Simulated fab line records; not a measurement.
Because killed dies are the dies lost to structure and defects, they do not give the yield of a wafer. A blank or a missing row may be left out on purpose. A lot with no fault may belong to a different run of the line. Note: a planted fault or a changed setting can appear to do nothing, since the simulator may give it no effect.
The tool behind it: which one? | flow sky130 | 42 wafers from 14 lots sampled at 4 of the route's 708 steps

WHAT THE GAUGES READ, wafer by wafer
SKY_FIELD_ISO_THK_MEAS_23. Usual: FIELD_ISO_OXIDATION_01_THK gives 10.21 nm (standard deviation 0.19).
lot  | measured    | on           | FIELD_ISO_OXIDATION_01_THK (nm) | flag
L231 | day 2 12:40 | filmMetro-02 | 9.87 9.95 9.89                  | 
L232 | day 2 19:28 | filmMetro-01 | 10.45 10.69 10.71               | 
L233 | day 2 22:38 | filmMetro-03 | 10.52 10.49 10.52               | 
L234 | day 3 08:41 | filmMetro-03 | 10.10 10.32 10.22               | 
L236 | day 3 15:54 | filmMetro-02 | 10.26 10.06 10.15               | 
L237 | day 3 19:57 | filmMetro-03 | 10.39 10.32 10.35               | 
L238 | day 4 02:12 | filmMetro-01 | 10.04 10.08 9.94                | 
L239 | day 4 10:38 | filmMetro-03 | 10.16 10.18 10.39               | 
L241 | day 4 17:10 | filmMetro-01 | 10.29 10.17 10.33               | 
L242 | day 4 23:04 | filmMetro-01 | 9.95 10.07 9.84                 | 
L248 | day 6 09:22 | filmMetro-01 | 10.26 10.23 10.20               | 
L249 | day 6 16:18 | filmMetro-03 | 9.93 10.03 9.93                 | 
L252 | day 7 05:56 | filmMetro-03 | 10.43 10.34 10.44               | 
L253 | day 7 10:08 | filmMetro-01 | 10.32 10.42 10.50               | 

SKY_VT_ADJUST_LVTN_OVL_MEAS_18. Usual: VT_ADJUST_LVTN_01_OVL gives 1.7 nm (standard deviation 1.5).
lot  | measured     | on         | VT_ADJUST_LVTN_01_OVL (nm) | flag
L231 | day 7 21:59  | overlay-01 | 0.2 -0.3 0.8               | 
L232 | day 8 04:02  | overlay-01 | 3.7 4.1 3.9                | 
L233 | day 8 07:45  | overlay-01 | 1.8 3.3 2.9                | 
L234 | day 9 01:29  | overlay-01 | 0.1 1.7 1.1                | 
L236 | day 9 07:17  | overlay-01 | 0.0 1.3 0.3                | 
L237 | day 9 13:53  | overlay-02 | 0.2 2.3 0.5                | 
L238 | day 9 22:52  | overlay-01 | 2.2 2.8 2.0                | 
L239 | day 10 14:38 | overlay-01 | 2.4 4.6 2.7                | 
L241 | day 10 18:50 | overlay-02 | 1.8 1.4 1.4                | 
L242 | day 11 12:06 | overlay-02 | 1.1 1.7 1.3                | 
L248 | day 13 01:44 | overlay-01 | -0.3 -2.3 -0.9             | 
L249 | day 13 05:50 | overlay-02 | 1.6 1.3 1.0                | 
L252 | day 14 04:23 | overlay-02 | 1.5 2.4 0.7                | 
L253 | day 14 14:31 | overlay-01 | 0.7 1.4 1.7                | 

SKY_LDD_N_OVL_MEAS_07. Usual: LDD_N_OVL gives 0.5 nm (standard deviation 1.3).
lot  | measured     | on         | LDD_N_OVL (nm) | flag
L231 | day 17 19:51 | overlay-01 | 1.5 3.3 2.5    | 
L232 | day 18 06:50 | overlay-01 | -1.5 -0.9 -0.8 | 
L233 | day 18 11:56 | overlay-02 | 2.5 -0.8 0.8   | 
L234 | day 19 03:51 | overlay-02 | -0.8 -0.6 -1.1 | 
L236 | day 19 20:30 | overlay-02 | 0.0 2.3 1.5    | 
L237 | day 20 05:54 | overlay-02 | -1.4 -0.3 -0.8 | 
L238 | day 20 14:31 | overlay-02 | -0.8 -0.7 0.2  | 
L239 | day 21 14:53 | overlay-01 | -1.8 0.4 -0.7  | 
L241 | day 21 21:27 | overlay-01 | -0.5 -1.7 -1.5 | 
L242 | day 22 18:54 | overlay-02 | -0.1 0.0 0.5   | 
L252 | day 25 21:32 | overlay-01 | 1.5 1.6 2.6    | 
L253 | day 26 16:47 | overlay-01 | 0.5 -0.1 1.3   | 

EACH LOT AND THE TOOL THAT RAN IT (in order: tool; ch and the chambers of the sampled wafers; start)
lot  | SKY_SONOS_TUNNEL_EXPOSE_04
L231 | ilineStepper-02 ch 0, day 11 01:29
L232 | ilineStepper-01 ch 0, day 11 08:07
L233 | ilineStepper-02 ch 0, day 11 13:19
L234 | ilineStepper-02 ch 0, day 12 07:53
L236 | ilineStepper-02 ch 0, day 12 15:39
L237 | ilineStepper-01 ch 0, day 13 02:22
L238 | ilineStepper-02 ch 0, day 13 09:40
L239 | ilineStepper-02 ch 0, day 14 04:42
L241 | ilineStepper-02 ch 0, day 14 09:25
L242 | ilineStepper-01 ch 0, day 15 05:29
L248 | ilineStepper-02, day 17 00:40
L249 | ilineStepper-02, day 17 05:02
L252 | ilineStepper-01 ch 0, day 18 06:41
L253 | ilineStepper-01 ch 0, day 18 17:50
- SKY_SONOS_TUNNEL_EXPOSE_04: exposes mask TUNM, target cd 410 nm.

WHAT THE TOOLS THEMSELVES READ (means of the sampled wafers that have a number; where no wafer has one, the mark that the record gives instead)
SKY_SONOS_TUNNEL_EXPOSE_04. Usual: exposureDoseMJCm2 136.02, standard deviation 0.13; focusOffsetNm 0.1 nm, standard deviation 0.51.
lot  | tool            | exposureDoseMJCm2 | focusOffsetNm (nm) | flag
L231 | ilineStepper-02 | 135.95            | 0.2                | 
L232 | ilineStepper-01 | 136.10            | -0.6               | 
L233 | ilineStepper-02 | 135.93            | 0.5                | 
L234 | ilineStepper-02 | 136.06            | 0.1                | 
L236 | ilineStepper-02 | 135.97            | 0.3                | 
L237 | ilineStepper-01 | 136.06            | -0.5               | 
L238 | ilineStepper-02 | 136.06            | 0.8                | 
L239 | ilineStepper-02 | 136.01            | 0.5                | 
L241 | ilineStepper-02 | 135.99            | -0.3               | 
L242 | ilineStepper-01 | 136.13            | -0.2               | 
L248 | ilineStepper-02 | -                 | -                  | OFF
L249 | ilineStepper-02 | -                 | -                  | OFF
L252 | ilineStepper-01 | 136.04            | 0.2                | 
L253 | ilineStepper-01 | 135.98            | 0.6                | 

THE ANSWER, worked out from the rows above alone
Rule: a lot is off if the mean of its wafers that have a number lies more than 3 standard deviations from the usual mean. Also off: a lot with no number at a reading for which 4 or more lots have one. The other lots that the step has rows for count as sound. Order of review: gauges by route order, followed by the tools' own readings, for which a lot's mean as printed above is used. At the first step where some lot is off, the reading lying furthest off is the one used; lots without a number count as furthest.
Off at SKY_SONOS_TUNNEL_EXPOSE_04 (exposureDoseMJCm2): L248, L249. Without a number there: L248, L249.
If a tool, at that step or one of the process steps before it, ran each lot that is off and ran no sound lot following the first of them, it fits. One fits: SKY_SONOS_TUNNEL_EXPOSE_04 on ilineStepper-02. A fault onset in the window from L241 (day 14 09:25, its last sound lot) to L248 (day 17 00:40, its first lot off) fits.
Blank at SKY_SONOS_TUNNEL_EXPOSE_04 on the lots that are off, where sound lots have numbers: exposureDoseMJCm2, focusOffsetNm.

WHAT THE SIMULATOR HAD INSERTED
Entire step skipped (ilineStepper-02, SKY_SONOS_TUNNEL_EXPOSE_04), from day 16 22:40 onward. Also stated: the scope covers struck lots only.
Lots struck among those shown: L248, L249. The rule given above showed the same thing.
